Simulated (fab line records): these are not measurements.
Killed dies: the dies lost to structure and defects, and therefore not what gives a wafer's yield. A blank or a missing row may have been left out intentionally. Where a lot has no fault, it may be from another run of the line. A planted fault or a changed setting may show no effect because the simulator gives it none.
A struck lot beside a sound one :: flow gf180mcu :: 17 steps out of a route of 602
Sound: these wafers, L945.1, L945.4, L945.6. The struck wafers were L956.1, L956.3, L956.6. The cause comes at the end.
At each step with rows: each side's tool, then ch and its chambers, then its first start. Under that, the readings that differ: sound wafers :: struck wafers :: difference of the means :: sigmas: that difference in standard deviations of wafers without a fault.
alike: readings with means less than 2 such deviations apart, plus words and numbers identical on both sides. not compared: withheld readings, readings lacking a value on some wafer, bounds such as >300 that could conceal the same value, and numbers that have no deviation in the record and whose values overlap.
The two part at a step that has a row with sigmas, a row that says differs or no value, or rows on one side only. Numbers that don't overlap but have no deviation are shown without sigmas and don't part them. Lack of a reading on every wafer of one side parts them only where that side has two or more wafers.

first, 2 steps without rows for these wafers: GF_DNWELL_DEVELOP_06 (develop time 60 s); GF_DNWELL_IMPLANT_07.
GF_DNWELL_STRIP_08: strips in O2/N2.
  sound on plasmaAsher-03 ch 0,1, day 4 07:31; struck on plasmaAsher-02 ch 0,1, day 6 15:28
  alike: drypumpMotorCurrentA, heaterPowerW, oesProductAu, stripTimeToEndpointS
  not compared: rfHoursCounterH
GF_DNWELL_TW_MEAS_09:
  sound on filmMetro-03 at day 4 07:37; struck on filmMetro-04 at day 6 15:34
  alike: DNWELL_TW
then, 7 steps without rows for these wafers: GF_NWELL_DEHYDRATE_00 (time 60 s); GF_NWELL_HMDS_01 (prime time 60 s); GF_NWELL_COAT_02 (resist thk 3000 nm); GF_NWELL_SOFTBAKE_03; GF_NWELL_EXPOSE_04 (exposes mask Nwell, target cd 860 nm); GF_NWELL_PEB_05; GF_NWELL_DEVELOP_06 (develop time 60 s).
GF_NWELL_OVL_MEAS_07:
  sound on overlay-02 at day 4 21:45; struck on overlay-02 at day 7 06:44
  alike: NWELL_OVL
GF_NWELL_IMPLANT_08:
  sound on implanter-03 ch 0, day 4 21:47; struck on implanter-01 ch 0, day 7 06:46
reading: implantIonAmu
sound: 31 31 31
struck: 75 75 75
difference: +44
sigmas: 

reading: model.implant.rpNm (nm)
sound: 557.6 557.6 557.6
struck: 250.3 250.3 250.3
difference: -307.3
sigmas: 

reading: model.implant.drpNm (nm)
sound: 123.9 123.9 123.9
struck: 82.19 82.19 82.19
difference: -41.71
sigmas: 
following that, these wafers have no rows for 1 step: GF_NWELL_IMPLANT_09.
GF_NWELL_STRIP_10: strips in O2/N2.
  sound on plasmaAsher-03 ch 1, day 4 22:05; struck on plasmaAsher-03 ch 0,1, day 7 07:04
  alike: drypumpMotorCurrentA, heaterPowerW, oesProductAu, stripTimeToEndpointS
  not compared: rfHoursCounterH
GF_NWELL_TW_MEAS_11:
  sound on filmMetro-01 at day 4 22:11; struck on filmMetro-02 at day 7 07:24
reading: NWELL_TW
sound: 1575 1581 1589
struck: 2406 2404 2410
difference: +825
sigmas: +75
  not compared: hold
GF_PASSIVATION_PROBE_99:
  the record has rows for the sound wafers here (prober-02, day 31 07:21) and none for the struck ones

## WHERE THEY PART
Earliest at GF_NWELL_TW_MEAS_11; latest, in this record, at GF_PASSIVATION_PROBE_99.

WHY: what the simulator had put in
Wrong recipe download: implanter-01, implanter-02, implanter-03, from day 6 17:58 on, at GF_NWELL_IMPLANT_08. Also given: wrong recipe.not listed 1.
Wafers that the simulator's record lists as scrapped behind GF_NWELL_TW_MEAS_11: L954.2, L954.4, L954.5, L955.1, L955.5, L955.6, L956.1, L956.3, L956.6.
